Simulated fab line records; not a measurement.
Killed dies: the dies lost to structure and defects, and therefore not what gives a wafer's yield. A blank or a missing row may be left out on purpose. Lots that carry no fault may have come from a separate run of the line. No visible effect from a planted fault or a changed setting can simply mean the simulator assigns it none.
Which tool was responsible?	flow gf180mcu	14 lots, 42 wafers sampled, at 5 steps of a route of 602

WHAT THE GAUGES READ, wafer by wafer
GF_VT_IMPLANT_RS_MEAS_47: uses a four-point probe to measure. Usual: NWELL_RS 487.6 ohm/sq, standard deviation 1.2.
lot	measured	on	NWELL_RS (ohm/sq)	flag
L693	day 7 15:13	film-metro-01	486.8 488.2 486.2	
L694	day 7 19:12	film-metro-03	486.9 486.1 487.1	
L696	day 8 09:08	film-metro-03	488.2 489.5 489.6	
L699	day 9 06:47	film-metro-03	486.6 485.0 486.2	
L700	day 9 11:56	film-metro-03	488.9 488.4 490.0	
L701	day 9 20:56	film-metro-04	486.1 486.9 488.1	
L704	day 10 16:33	film-metro-03	489.0 489.5 489.2	
L705	day 10 22:38	film-metro-03	488.0 489.2 488.3	
L706	day 11 04:08	film-metro-04	486.5 488.4 486.4	
L707	day 11 09:10	film-metro-01	487.4 488.5 487.7	
L711	day 12 23:17	film-metro-03	486.6 486.6 487.0	
L712	day 13 00:49	film-metro-04	488.8 487.7 488.6	
L713	day 13 03:30	film-metro-01	487.1 486.1 486.7	
L715	day 13 19:53	film-metro-04	487.3 487.8 487.9	

GF_HV_LDD_OVL_MEAS_08. Usual: HV_LDD_OVL 0.6 nm, standard deviation 1.4.
lot	measured	on	HV_LDD_OVL (nm)	flag
L693	day 10 02:07	overlay-02	0.8 1.0 2.7	
L694	day 10 06:17	overlay-02	0.9 0.3 -0.6	
L696	day 10 21:14	overlay-02	-0.5 -0.6 -0.9	
L699	day 11 22:04	overlay-01	1.0 0.0 0.8	
L700	day 12 03:14	overlay-02	2.9 2.1 3.2	
L701	day 12 11:37	overlay-01	1.7 3.0 1.5	
L704	day 13 07:00	overlay-01	174.5 174.9 175.2	OFF
L705	day 13 14:38	overlay-01	176.3 175.2 175.8	OFF
L706	day 14 01:21	overlay-01	177.8 177.1 178.2	OFF
L707	day 14 06:24	overlay-02	177.1 175.8 176.1	OFF
L711	day 15 21:31	overlay-01	0.7 1.8 0.4	
L712	day 16 04:41	overlay-01	-2.1 -1.4 -2.2	
L713	day 16 04:23	overlay-01	0.0 0.3 1.1	
L715	day 16 21:59	overlay-01	-1.6 -0.8 -2.0	

GF_HV_LDD_OVL_MEAS_32. Usual: HV_LDD_02_OVL -0.1 nm, standard deviation 1.3.
lot	measured	on	HV_LDD_02_OVL (nm)	flag
L693	day 11 14:34	overlay-02	-0.8 -1.4 -1.0	
L694	day 11 21:07	overlay-02	-0.5 -1.2 -0.8	
L696	day 12 10:43	overlay-02	-0.1 -1.1 0.4	
L699	day 13 18:49	overlay-01	1.4 0.8 1.0	
L700	day 13 20:58	overlay-01	1.4 -0.1 0.5	
L701	day 14 01:40	overlay-01	1.0 0.9 0.7	
L704	day 15 01:15	overlay-01	-0.9 -1.0 -0.7	
L705	day 15 07:34	overlay-01	-2.6 -4.3 -1.0	
L706	day 15 19:41	overlay-01	0.3 -1.8 -0.3	
L707	day 16 01:36	overlay-01	0.8 1.1 0.2	
L711	day 17 19:14	overlay-02	0.6 -0.5 -0.4	
L712	day 18 03:47	overlay-02	0.1 -0.7 0.0	
L713	day 18 03:38	overlay-01	1.8 1.0 0.3	
L715	day 18 21:49	overlay-02	-1.4 0.1 1.1	

EACH LOT AND THE TOOL THAT RAN IT (in order: tool; ch and the chambers of the sampled wafers; start)
lot	GF_POLY_GATE_ETCH_12	GF_HV_LDD_EXPOSE_04
L693	rie-diel-01 ch 0,3, day 9 06:38	iline-stepper-02 ch 0, day 9 17:12
L694	rie-diel-03 ch 0,3, day 9 11:11	iline-stepper-02 ch 0, day 9 21:14
L696	rie-diel-02 ch 0,1,3, day 10 01:47	iline-stepper-01 ch 0, day 10 12:31
L699	rie-diel-02 ch 0,3, day 11 01:17	iline-stepper-02 ch 0, day 11 12:22
L700	rie-diel-01 ch 0,1,2, day 11 06:03	iline-stepper-02 ch 0, day 11 17:28
L701	rie-diel-02 ch 1,2, day 11 14:18	iline-stepper-01 ch 0, day 12 02:08
L704	rie-diel-02 ch 2,3, day 12 12:20	iline-stepper-01 ch 0, day 12 23:11
L705	rie-diel-01 ch 0,3, day 12 17:29	iline-stepper-01 ch 0, day 13 04:20
L706	rie-diel-02 ch 0,3, day 13 01:39	iline-stepper-01 ch 0, day 13 15:43
L707	rie-diel-03 ch 1,2, day 13 04:50	iline-stepper-01 ch 0, day 13 20:50
L711	rie-diel-01 ch 0,1,2, day 14 21:23	iline-stepper-02 ch 0, day 15 10:45
L712	rie-diel-01 ch 0,1,3, day 15 04:50	iline-stepper-02 ch 0, day 15 18:28
L713	rie-diel-03 ch 0,1,2, day 15 04:20	iline-stepper-02 ch 0, day 15 18:16
L715	rie-diel-02 ch 0,1,3, day 15 20:56	iline-stepper-02 ch 0, day 16 10:54
- GF_POLY_GATE_ETCH_12: etches BARC in N2/H2.
- GF_HV_LDD_EXPOSE_04: exposes mask Nplus LV AREA, target cd 400 nm.

AS READ BY THE TOOLS THEMSELVES (means over the sampled wafers that have a number; for cases with no such wafer, the mark the record gives instead)
GF_POLY_GATE_ETCH_12. Usual: drypump-motor-current-A 5.8 A, standard deviation 0.52; oes-product-au 0.735 a.u., standard deviation 0.0051; throttle-valve-pct 13.215 %, standard deviation 0.009.
lot	tool	drypump-motor-current-A (A)	oes-product-au (a.u.)	throttle-valve-pct (%)	flag
L693	rie-diel-01	6.2	0.737	13.212	
L694	rie-diel-03	5.3	0.733	13.213	
L696	rie-diel-02	5.8	0.739	13.210	
L699	rie-diel-02	5.9	0.739	13.218	
L700	rie-diel-01	6.2	0.736	13.208	
L701	rie-diel-02	5.8	0.738	13.215	
L704	rie-diel-02	6.1	0.738	13.217	
L705	rie-diel-01	6.2	0.737	13.213	
L706	rie-diel-02	6.0	0.735	13.222	
L707	rie-diel-03	5.5	0.734	13.213	
L711	rie-diel-01	6.3	0.732	13.220	
L712	rie-diel-01	5.9	0.733	13.211	
L713	rie-diel-03	5.3	0.730	13.213	
L715	rie-diel-02	5.8	0.736	13.209	

THE ANSWER, worked out from the rows above alone
Rule: lot off if the mean of its wafers having a number is beyond 3 standard deviations from the usual mean. Also off: a lot with no number at a reading for which 4 or more lots have one. Any other lot the step has rows for is counted as sound. The gauges are gone through in route order, then the tools' own readings, and for those a lot's mean is taken as printed above. The first step at which some lot is off is used, and at that step the reading that is off furthest; a lot without a number counts as furthest.
Off: at GF_HV_LDD_OVL_MEAS_08 (HV_LDD_OVL), L704, L705, L706, L707.
If a tool, at a process step before that reading, ran all the lots that are off and no sound lot after the first of them, it fits. Those tools and the gauges at GF_HV_LDD_OVL_MEAS_08 are tried in the same way. One fits: GF_HV_LDD_EXPOSE_04 on iline-stepper-01. A fault onset in the window from L701 (day 12 02:08, its last sound lot) to L704 (day 12 23:11, its first lot off) fits.

WHAT HAD BEEN PUT IN BY THE SIMULATOR
Scanner matching overlay: iline-stepper-01, from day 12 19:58 on, at GF_HV_LDD_EXPOSE_04. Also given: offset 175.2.
Shown lots that were struck: L704, L705, L706, L707. Same finding as the rule above.
